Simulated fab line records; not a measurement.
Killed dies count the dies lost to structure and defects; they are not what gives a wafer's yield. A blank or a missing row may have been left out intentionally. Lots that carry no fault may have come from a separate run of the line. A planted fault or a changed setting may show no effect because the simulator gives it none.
fab line records    flow gf180mcu
record: lots: 14  wafers: 42  last-day: 34
route steps=602 shown POLY_GATE@171 HV_LDD@218 V1@337
lots that met no fault: taken from a fault-free run of the same line
start-h: start of the lot's first displayed wafer, in hours after the record's first day    wait-h: how many hours have passed since the lot's step before this one    " repeats the value in the row above    L1.1+2: one row covering several wafers at once    - no value, or no start was given    * or withheld: withheld    < > ~ a bound
route shown NAME@n: a module of which the file shows steps, and the number in the route of the first    usual: average and standard deviation across the fault-free wafers    same: alike in all rows    chamber/n: place in a boat    sites: readings site by site    _std_site: the values' standard deviation    _edge_site: inner sites' mean taken away from outer sites' mean    radius-mm: how far each site lies from the wafer's centre    mask NAME#n: copy n    behind: the tool/chamber that last shaped the wafer    hold: why the lot went on hold/how many hours it stayed there/how the hold came to an end    device: whichever transistor did not switch (one of n, p or np)    end of line: tests of these same wafers at the route's end    where a step has no rows: the recipe by itself    killed: count of dies lost to structure and defects at first sort (not the wafer's yield)    map: shows each die of a wafer: x if killed, . if not, _ if none is there
set.NAME: setting as actually run; set.NAME@STEP: the setting as run at that earlier step    model.NAME: the simulator's own value behind a step, which no gauge read
one table for each step of the route and one row for each wafer, over a sample of lots
services: when a tool's chamber went out of use (start-h, in hours from the record's first day, below 0 if earlier), for how many hours, and the reason
== steps ==
step: GF_POLY_GATE_STRIP_14
recipe: chemistry: O2/N2  power-w: 1400  pressure-mtorr: 1500  platen-temp-c: 250  o2-flow-sccm: 3000  n2-flow-sccm: 300  overash-fraction: 0.5
usual: drypump-motor-current-A: 5.6/0.42  heater-power-w: 344/21  oes-product-au: 0.501/0.0043
lot.wafer  tool             chamber  start-h  wait-h  drypump-motor-current-A  heater-power-w  oes-product-au  rf-hours-counter-h
L109.2     plasma-asher-02  0        197.01   0.0     5.8                      353             0.502           53
L109.3     "                0        "        "       5.8                      351             0.496           -
L109.4     "                1        "        "       5.5                      382             0.497           -
L110.3     plasma-asher-03  0        207.22   0.1     5.0                      331             0.505           -
L110.5     "                0        "        "       5.1                      338             0.499           -
L110.6     "                1        "        "       6.1                      338             0.500           -
L111.2     plasma-asher-01  0        209.14   0.0     5.6                      307             0.502           44
L111.3     "                0        "        "       5.6                      306             0.504           -
L111.4     "                1        "        "       4.9                      345             0.501           -
L112.3     plasma-asher-01  1        214.65   0.1     4.9                      329             0.503           -
L112.4     "                0        "        "       5.6                      296             0.499           -
L112.6     "                1        "        "       4.9                      343             0.500           -
L113.2     plasma-asher-03  1        222.72   0.0     6.1                      341             0.498           10
L113.3     "                0        "        "       5.1                      323             0.504           -
L113.6     "                1        "        "       6.1                      336             0.507           -
L117.2     plasma-asher-01  1        248.11   0.0     4.9                      341             0.498           48
L117.3     "                1        "        "       5.0                      335             0.508           -
L117.6     "                0        "        "       5.7                      311             0.500           -
L119.2     plasma-asher-02  0        266.63   0.0     5.8                      355             0.502           61
L119.4     "                0        "        "       5.8                      367             0.503           -
L119.5     "                1        "        "       5.5                      381             0.501           -
L120.3     plasma-asher-02  1        275.55   0.1     5.5                      380             0.501           -
L120.5     "                0        "        "       5.8                      358             0.502           -
L120.6     "                1        "        "       5.5                      377             0.497           -
L126.1     plasma-asher-02  0        313.96   0.0     5.8                      366             0.494           65
L126.2     "                1        "        "       5.5                      366             0.496           65
L126.3     "                1        "        "       5.5                      371             0.501           -
L127.1     plasma-asher-03  1        323.21   0.0     6.2                      352             0.508           20
L127.3     "                0        "        "       5.1                      318             0.497           -
L127.4     "                1        "        "       6.1                      359             0.505           -
L128.1     plasma-asher-01  0        331.77   0.0     5.6                      313             0.504           57
L128.2     "                1        "        "       5.0                      341             0.509           57
L128.6     "                1        "        "       4.9                      338             0.497           -
L129.1     plasma-asher-03  0        344.31   0.0     5.1                      328             0.502           22
L129.2     "                1        "        "       6.2                      342             0.502           22
L129.6     "                1        "        "       6.1                      343             0.501           -
L131.1     plasma-asher-02  1        366.57   0.0     5.5                      373             0.504           71
L131.2     "                0        "        "       5.8                      364             0.498           71
L131.4     "                1        "        "       5.5                      366             0.500           -
L132.1     plasma-asher-03  0        376.23   0.0     5.1                      328             0.503           25
L132.3     "                0        "        "       5.0                      317             0.506           -
L132.4     "                1        "        "       6.1                      351             0.501           -
step: GF_HV_LDD_SOFTBAKE_42
recipe: temp-c: 89.3  time-s: 60  resist: NOVOLAK
usual: run-length-s: 88.96/0.23
lot.wafer  tool            chamber  start-h  wait-h  run-length-s
L109.2     litho-track-03  0        262.29   0.1     89.32
L109.3     "               0        "        "       89.34
L109.4     "               0        "        "       89.08
L110.3     litho-track-04  0        274.05   0.1     88.93
L110.5     "               0        "        "       88.62
L110.6     "               0        "        "       88.85
L111.2     litho-track-04  0        275.73   0.1     88.67
L111.3     "               0        "        "       88.97
L111.4     "               0        "        "       88.80
L112.3     litho-track-01  0        284.31   0.1     88.86
L112.4     "               0        "        "       88.73
L112.6     "               0        "        "       88.91
L113.2     litho-track-04  0        292.88   0.1     88.70
L113.3     "               0        "        "       88.93
L113.6     "               0        "        "       88.74
L117.2     litho-track-04  0        320.33   0.1     95.55
L117.3     "               0        "        "       95.61
L117.6     "               0        "        "       95.57
L119.2     litho-track-04  0        339.93   0.1     95.53
L119.4     "               0        "        "       95.59
L119.5     "               0        "        "       95.44
L120.3     litho-track-04  0        348.75   0.1     95.52
L120.5     "               0        "        "       95.53
L120.6     "               0        "        "       95.55
L126.1     litho-track-03  0        395.47   0.1     89.40
L126.2     "               0        "        "       89.08
L126.3     "               0        "        "       89.05
L127.1     litho-track-03  0        402.62   0.1     89.06
L127.3     "               0        "        "       89.24
L127.4     "               0        "        "       89.20
L128.1     litho-track-01  0        411.80   0.1     88.68
L128.2     "               0        "        "       89.03
L128.6     "               0        "        "       89.01
L129.1     litho-track-03  0        425.27   0.1     89.02
L129.2     "               0        "        "       89.26
L129.6     "               0        "        "       89.03
L131.1     litho-track-03  0        451.27   0.1     89.13
L131.2     "               0        "        "       89.16
L131.4     "               0        "        "       89.12
L132.1     litho-track-03  0        462.97   0.1     89.04
L132.3     "               0        "        "       89.03
L132.4     "               0        "        "       89.42
step: GF_V1_CVD_02
recipe: material: SiO2  target-thk-nm: 850  precursor: TEOS  temp-c: 400  time-s: 94.851  rf-w: 600
usual: heater-power-w: 619/120
lot.wafer  tool      chamber  start-h  wait-h  heater-power-w
L109.2     pecvd-04  1        386.33   0.0     709
L109.3     "         0        "        "       484
L109.4     "         1        "        "       711
L110.3     pecvd-04  0        397.55   0.0     605
L110.5     "         0        "        "       486
L110.6     "         2        "        "       713
L111.2     pecvd-04  0        402.51   0.0     556
L111.3     "         2        "        "       717
L111.4     "         1        "        "       676
L112.3     pecvd-04  2        412.91   0.0     661
L112.4     "         1        "        "       715
L112.6     "         2        "        "       727
L113.2     pecvd-02  1        419.48   0.0     652
L113.3     "         2        "        "       516
L113.6     "         2        "        "       560
L117.2     pecvd-04  0        453.00   0.0     583
L117.3     "         2        "        "       693
L117.6     "         1        "        "       663
L119.2     pecvd-01  0        477.25   0.0     833
L119.4     "         1        "        "       537
L119.5     "         0        "        "       878
L120.3     pecvd-04  2        484.65   0.0     697
L120.5     "         2        "        "       721
L120.6     "         0        "        "       540
L126.1     pecvd-01  2        533.12   0.1     532
L126.2     "         0        "        "       811
L126.3     "         1        "        "       527
L127.1     pecvd-02  2        541.27   0.1     610
L127.3     "         0        "        "       587
L127.4     "         2        "        "       485
L128.1     pecvd-01  0        549.78   0.1     816
L128.2     "         1        "        "       499
L128.6     "         2        "        "       532
L129.1     pecvd-01  0        561.86   0.1     850
L129.2     "         2        "        "       470
L129.6     "         1        "        "       518
L131.1     pecvd-04  2        584.40   0.1     657
L131.2     "         1        "        "       670
L131.4     "         1        "        "       715
L132.1     pecvd-04  0        597.42   0.1     546
L132.3     "         2        "        "       635
L132.4     "         0        "        "       567
step: GF_V1_RS_MEAS_24
recipe: thk-meas-gauge: four-point-probe  reads: W_of_V1_CVD_23+TiN_of_V1_SPUTTER_22+Ti_of_V1_SPUTTER_21
usual: V1_W_RS: 0.3267/0.0029
lot.wafer  tool           chamber  start-h  wait-h  V1_W_RS[ohm/sq]
L109.2     film-metro-01  -        410.82   0.1     0.3242
L109.3     "              -        "        "       0.3286
L109.4     "              -        "        "       0.3262
L110.3     film-metro-03  -        422.78   0.1     0.3247
L110.5     "              -        "        "       0.3250
L110.6     "              -        "        "       0.3245
L111.2     film-metro-03  -        428.18   0.1     0.3286
L111.3     "              -        "        "       0.3282
L111.4     "              -        "        "       0.3235
L112.3     film-metro-02  -        438.41   0.1     0.3318
L112.4     "              -        "        "       0.3267
L112.6     "              -        "        "       0.3297
L113.2     film-metro-02  -        444.90   0.1     0.3314
L113.3     "              -        "        "       0.3293
L113.6     "              -        "        "       0.3286
L117.2     film-metro-02  -        478.58   0.2     0.3269
L117.3     "              -        "        "       0.3272
L117.6     "              -        "        "       0.3257
L119.2     film-metro-01  -        501.99   0.1     0.3289
L119.4     "              -        "        "       0.3274
L119.5     "              -        "        "       0.3294
L120.3     film-metro-02  -        510.09   0.1     0.3255
L120.5     "              -        "        "       0.3288
L120.6     "              -        "        "       0.3258
L126.1     film-metro-01  -        556.95   0.1     0.3311
L126.2     "              -        "        "       0.3309
L126.3     "              -        "        "       0.3301
L127.1     film-metro-01  -        565.26   0.1     0.3251
L127.3     "              -        "        "       0.3289
L127.4     "              -        "        "       0.3245
L128.1     film-metro-01  -        572.75   0.1     0.3244
L128.2     "              -        "        "       0.3238
L128.6     "              -        "        "       0.3235
L129.1     film-metro-01  -        584.70   0.1     0.3261
L129.2     "              -        "        "       0.3250
L129.6     "              -        "        "       0.3230
L131.1     film-metro-01  -        607.61   0.1     0.3258
L131.2     "              -        "        "       0.3213
L131.4     "              -        "        "       0.3235
L132.1     film-metro-01  -        619.78   0.1     0.3268
L132.3     "              -        "        "       0.3291
L132.4     "              -        "        "       0.3263
== services ==
tool             chamber  start-h  hours  kind
pecvd-04         -        184.51   2.8    pm
pecvd-02         -        204.02   14.6   pm
pecvd-02         -        218.62   0.8    pm
pecvd-01         2        226.62   23.1   repair
plasma-asher-03  -        269.81   0.5    repair
pecvd-01         2        272.70   14.2   repair
pecvd-04         -        286.54   1.7    repair
pecvd-04         1        289.03   6.8    repair
pecvd-04         2        316.14   3.9    repair
pecvd-04         -        368.88   14.0   pm
plasma-asher-02  -        421.25   9.0    pm
pecvd-04         1        430.37   1.9    repair
pecvd-02         -        435.32   1.3    repair
plasma-asher-01  -        440.60   0.4    repair
plasma-asher-02  -        443.42   1.0    repair
pecvd-02         -        450.45   0.9    repair
pecvd-04         1        488.63   5.6    repair
pecvd-04         -        498.84   1.8    repair
plasma-asher-02  -        504.47   0.9    repair
pecvd-04         2        527.32   12.0   repair
pecvd-01         -        570.89   0.8    repair
pecvd-04         0        578.04   9.6    repair
pecvd-04         -        578.12   0.8    repair
pecvd-04         -        595.07   0.6    repair
== key ==
first-sign: step: GF_HV_LDD_SOFTBAKE_42  reading: run-length-s  direction: up  sigmas: 29  usual: *  struck: *
effect none on later readings
met-at GF_HV_LDD_SOFTBAKE_42
struck-lots L117,L119,L120
tester-left-out L117,L119,L120
not-acting-at GF_POLY_GATE_STRIP_14,GF_V1_CVD_02,GF_V1_RS_MEAS_24
onset-between 292.88 320.33
fault: kind: process-parameter-drift  tool: litho-track-04  chamber: -  onset-h: 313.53  steps: GF_HV_LDD_SOFTBAKE_42  channel: time-s  offset: *  shape: step  end-h: 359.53  acts-in: *  stated: *
tester-left-out: of these lots the tester's yield and bins aren't shown, on N5 and GAA mostly nor the transistor test; their killed dies are dies lost to structure and defects alone, not to doping, threshold or leakage, so they don't give the yield
